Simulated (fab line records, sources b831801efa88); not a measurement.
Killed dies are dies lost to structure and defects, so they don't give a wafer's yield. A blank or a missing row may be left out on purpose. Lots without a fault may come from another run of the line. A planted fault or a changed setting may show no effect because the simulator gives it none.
A struck lot beside a sound one | flow sky130 | 16 steps out of a route of 708
Sound: wafers L503.1, L503.3, L503.6. Struck: wafers L508.2, L508.3, L508.4. The cause comes at the end.
At each step with rows: each side's tool, then ch and its chambers, then its first start. Under that, the readings that differ: sound wafers | struck wafers | difference of the means | sigmas: that difference in standard deviations of wafers without a fault.
alike: readings whose means differ by less than 2 such deviations, and words and numbers that are the same on both sides. not compared: withheld readings, readings that some wafer has no value for, bounds like >300 that may hide the same value, and numbers for which the record gives no deviation and whose values overlap.
The two part at a step that has a row with sigmas, a row that says differs or no value, or rows on one side only. Numbers that don't overlap but have no deviation are shown without sigmas and don't part them. A reading that every wafer of one side lacks parts them only if that side has two wafers or more.

first, 2 steps without rows for these wafers: SKY_NWELL_IMPLANT_12; SKY_NWELL_IMPLANT_13.
SKY_NWELL_STRIP_14: strips in O2/N2.
  sound on plasma_asher-01 ch 0,1, day 8 00:23; struck on plasma_asher-03 ch 0,1, day 9 12:26
  alike: drypump_motor_current_A, oes_product_au, strip_time_to_endpoint_s
  not compared: rf_hours_counter_h
SKY_NWELL_TW_MEAS_15:
  sound on film_metro-03, day 8 00:29; struck on film_metro-02, day 9 12:32
  alike: NWELL_TW
then, 7 steps without rows for these wafers: SKY_NWELL_DEHYDRATE_16 (time 60 s); SKY_NWELL_HMDS_17 (prime time 60 s); SKY_NWELL_COAT_18 (resist thk 3000 nm); SKY_NWELL_SOFTBAKE_19; SKY_NWELL_EXPOSE_20 (exposes mask NWM COMPLEMENT, target cd 840 nm); SKY_NWELL_PEB_21; SKY_NWELL_DEVELOP_22 (develop time 60 s).
SKY_NWELL_OVL_MEAS_23:
  sound on overlay-02, day 8 20:37; struck on overlay-01, day 10 10:44
  alike: NWELL_01_OVL
SKY_NWELL_IMPLANT_24:
  sound on implanter-02 ch 0, day 8 20:38; struck on implanter-02 ch 0, day 10 10:47
  reading            | sound                         | struck                           | difference  | sigmas
  dose_ions_cm2      | 9.183e+12 9.198e+12 9.186e+12 | 1.0075e+13 1.0086e+13 1.0091e+13 | +8.9500e+11 | +81
  faraday_current_uA | 50.1 52.4 52.1                | 56.4 56.7 56.0                   | +4.8        | +4
SKY_NWELL_STRIP_25: strips in O2/N2.
  sound on plasma_asher-02 ch 0,1, day 8 20:47; struck on plasma_asher-02 ch 0,1, day 10 10:55
  alike: drypump_motor_current_A, oes_product_au, strip_time_to_endpoint_s
  not compared: rf_hours_counter_h
SKY_NWELL_TW_MEAS_26:
  sound on film_metro-02, day 8 20:53; struck on film_metro-03, day 10 11:20
  reading    | sound       | struck      | difference | sigmas
  NWELL_2_TW | 501 499 499 | 523 522 523 | +23        | +7
  not compared: hold
-- the record jumps here: 40 days lie between the struck wafers' starts before and after (it left off in module NWELL and takes up again in module PAD_OPEN, whose first step shown is number 708 of the route) --
SKY_PAD_OPEN_PROBE_99:
  sound on prober-02, day 49 07:14; struck on prober-01, day 50 12:49
  reading                                    | sound                         | struck                        | difference | sigmas
  model.etest.pfet_16v.r_on_ohm_um           | 1.563e+04 1.527e+04 1.536e+04 | 1.426e+04 1.424e+04 1.456e+04 | -1.067e+03 |
  model.etest.res_pwell_under_gate.rs_ohm_sq | 2284 2283 2276                | 2146 2139 2133                | -142       |
  alike: killed_at_M0_to_M3, killed_at_M4_up, killed_at_contacts, killed_at_front_end, killed_at_other, killed_dies, killed_open, killed_short
  not compared: model.etest.field_n.vt_v

WHERE THEY PART
First at SKY_NWELL_IMPLANT_24; last, within this record, at SKY_NWELL_TW_MEAS_26. Later steps at which nothing parts them and some readings are alike: SKY_PAD_OPEN_PROBE_99.

WHY: what the simulator had put in
Process parameter drift: implanter-02, from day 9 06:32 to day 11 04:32, at SKY_NWELL_IMPLANT_24. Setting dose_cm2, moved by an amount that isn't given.
